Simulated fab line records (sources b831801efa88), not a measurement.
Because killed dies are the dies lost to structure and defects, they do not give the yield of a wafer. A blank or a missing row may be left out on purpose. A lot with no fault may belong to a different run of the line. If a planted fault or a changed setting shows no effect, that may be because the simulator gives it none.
Which tool is to blame? -- flow gf180mcu -- 24 lots, 72 wafers sampled, at 3 steps of a route of 602

WHAT THE GAUGES SHOWED, per wafer
GF_HV_LDD_CD_MEAS_07: target cd 400 nm. Usual: cdNm reads 400.1 nm (standard deviation 2.8).
lot,measured,on,cdNm (nm),flag
L074,day 9 19:15,cdSem-01,399.1 398.2 397.8,
L075,day 10 05:49,cdSem-02,398.1 397.8 397.2,
L076,day 10 08:05,cdSem-01,403.2 405.8 403.1,
L077,day 10 21:24,cdSem-01,397.1 395.5 398.8,
L078,day 11 04:16,cdSem-02,399.3 396.8 398.8,
L081,day 12 01:45,cdSem-02,400.2 400.1 400.4,
L079,day 12 02:26,cdSem-02,402.7 402.4 401.1,
L080,day 12 02:43,cdSem-02,395.3 396.9 397.6,
L082,day 12 10:27,cdSem-02,397.7 399.2 397.8,
L083,day 12 23:17,cdSem-01,397.1 400.0 397.2,
L084,day 12 23:23,cdSem-01,400.5 400.7 400.6,
L085,day 13 11:28,cdSem-02,399.0 399.1 400.1,
L086,day 13 13:32,cdSem-01,404.1 403.0 404.6,
L087,day 14 06:02,cdSem-02,394.7 393.8 393.3,
L088,day 14 12:44,cdSem-02,404.8 404.5 405.0,
L089,day 15 02:10,cdSem-02,397.2 397.0 397.1,
L090,day 15 06:17,cdSem-02,399.6 403.5 401.5,
L091,day 15 14:20,cdSem-02,403.3 400.2 400.3,
L092,day 15 18:52,cdSem-02,398.8 400.5 399.0,
L093,day 16 02:31,cdSem-02,403.6 401.2 401.6,
L094,day 16 03:50,cdSem-02,398.0 399.0 397.6,
L095,day 16 18:47,cdSem-02,401.4 402.9 401.3,
L096,day 16 22:26,cdSem-02,401.6 400.5 399.2,
L097,day 17 07:34,cdSem-01,405.0 404.7 403.5,

GF_V3_OVL_MEAS_15. Usual: V3_OVL typically reads 2 nm, with standard deviation 5.9.
lot,measured,on,V3_OVL (nm),flag
L074,day 22 02:47,overlay-01,8 9 4,
L075,day 22 15:16,overlay-02,5 2 3,
L076,day 22 17:28,overlay-01,6 9 13,
L077,day 23 11:04,overlay-02,5 2 4,
L078,day 23 17:13,overlay-01,0 6 0,
L081,day 24 18:46,overlay-01,-5 -4 0,
L079,day 24 19:53,overlay-01,5 12 8,
L080,day 24 20:21,overlay-01,8 13 10,
L082,day 25 05:50,overlay-01,-1 -4 -4,
L083,day 25 18:31,overlay-01,7 10 10,
L084,day 25 19:07,overlay-01,-9 -3 -1,
L085,day 26 09:37,overlay-01,5 0 5,
L086,day 26 12:07,overlay-01,0 -5 -6,
L087,day 27 08:46,overlay-01,2 -2 1,
L088,day 27 11:52,overlay-01,9 14 10,
L089,day 27 22:01,overlay-01,8 -2 2,
L090,day 28 11:31,overlay-01,8 -6 5,
L091,day 28 10:26,overlay-01,-7 2 2,
L092,day 28 13:17,overlay-01,0 1 1,
L093,day 29 03:28,overlay-01,2 0 0,
L094,day 29 04:25,overlay-01,-2 -5 -12,
L095,day 29 11:40,overlay-01,-9 -11 -9,
L096,day 29 12:29,overlay-01,-3 -6 3,
L097,day 30 00:58,overlay-01,2 7 14,

WHAT TOOL EACH LOT RAN ON (gives the tool, then ch and the chambers of the sampled wafers, and finally the start)
lot,GF_M1_SPUTTER_04
L074,"pvdSputter-03, day 15 21:46"
L075,"pvdSputter-02, day 16 09:15"
L076,"pvdSputter-02, day 16 10:55"
L077,"pvdSputter-01, day 17 05:13"
L078,"pvdSputter-02, day 17 12:21"
L081,"pvdSputter-01, day 18 15:14"
L079,"pvdSputter-02, day 18 16:52"
L080,"pvdSputter-01, day 18 17:58"
L082,"pvdSputter-02, day 19 01:50"
L083,"pvdSputter-01, day 19 17:13"
L084,"pvdSputter-02, day 19 17:34"
L085,"pvdSputter-01, day 20 08:08"
L086,"pvdSputter-02, day 20 11:02"
L087,"pvdSputter-02, day 21 06:58"
L088,"pvdSputter-02, day 21 16:09"
L089,"pvdSputter-02, day 22 05:02"
L090,"pvdSputter-01, day 22 18:15"
L091,"pvdSputter-02, day 22 17:34"
L092,"pvdSputter-03, day 22 23:31"
L093,"pvdSputter-01, day 23 08:31"
L094,"pvdSputter-03, day 23 10:19"
L095,"pvdSputter-03, day 24 01:13"
L096,"pvdSputter-02, day 24 03:49"
L097,"pvdSputter-02, day 24 11:29"
- GF_M1_SPUTTER_04: material TiN, target thk 50 nm, time 41.7 s.

WHAT THE TOOLS THEMSELVES READ (means of the sampled wafers that have a number; where no wafer has one, the mark that the record gives instead)
GF_M1_SPUTTER_04. Usual: throttleValvePct reads 30.2 % (standard deviation 0.97).
lot,tool,throttleValvePct (%),flag
L074,pvdSputter-03,29.1,
L075,pvdSputter-02,30.1,
L076,pvdSputter-02,30.5,
L077,pvdSputter-01,30.3,
L078,pvdSputter-02,30.8,
L081,pvdSputter-01,31.4,
L079,pvdSputter-02,30.0,
L080,pvdSputter-01,31.5,
L082,pvdSputter-02,30.9,
L083,pvdSputter-01,30.3,
L084,pvdSputter-02,30.6,
L085,pvdSputter-01,30.8,
L086,pvdSputter-02,30.5,
L087,pvdSputter-02,30.1,
L088,pvdSputter-02,30.8,
L089,pvdSputter-02,30.3,
L090,pvdSputter-01,31.5,
L091,pvdSputter-02,30.3,
L092,pvdSputter-03,29.7,
L093,pvdSputter-01,30.1,
L094,pvdSputter-03,29.1,
L095,pvdSputter-03,29.1,
L096,pvdSputter-02,30.5,
L097,pvdSputter-02,30.2,

THE ANSWER, worked out from the rows above alone
Rule: a lot is off if the mean of its wafers that have a number lies more than 3 standard deviations from the usual mean. Also off: a lot with no number at a reading for which 4 or more lots have one. Any other lot the step has rows for is counted as sound. The gauges are gone through in route order, then the tools' own readings, and for those a lot's mean is taken as printed above. At the first step where some lot is off, the reading lying furthest off is the one used; lots without a number count as furthest.
No lot is off on any of the readings shown, so nothing can be concluded from this.

WHAT HAD BEEN PUT IN BY THE SIMULATOR
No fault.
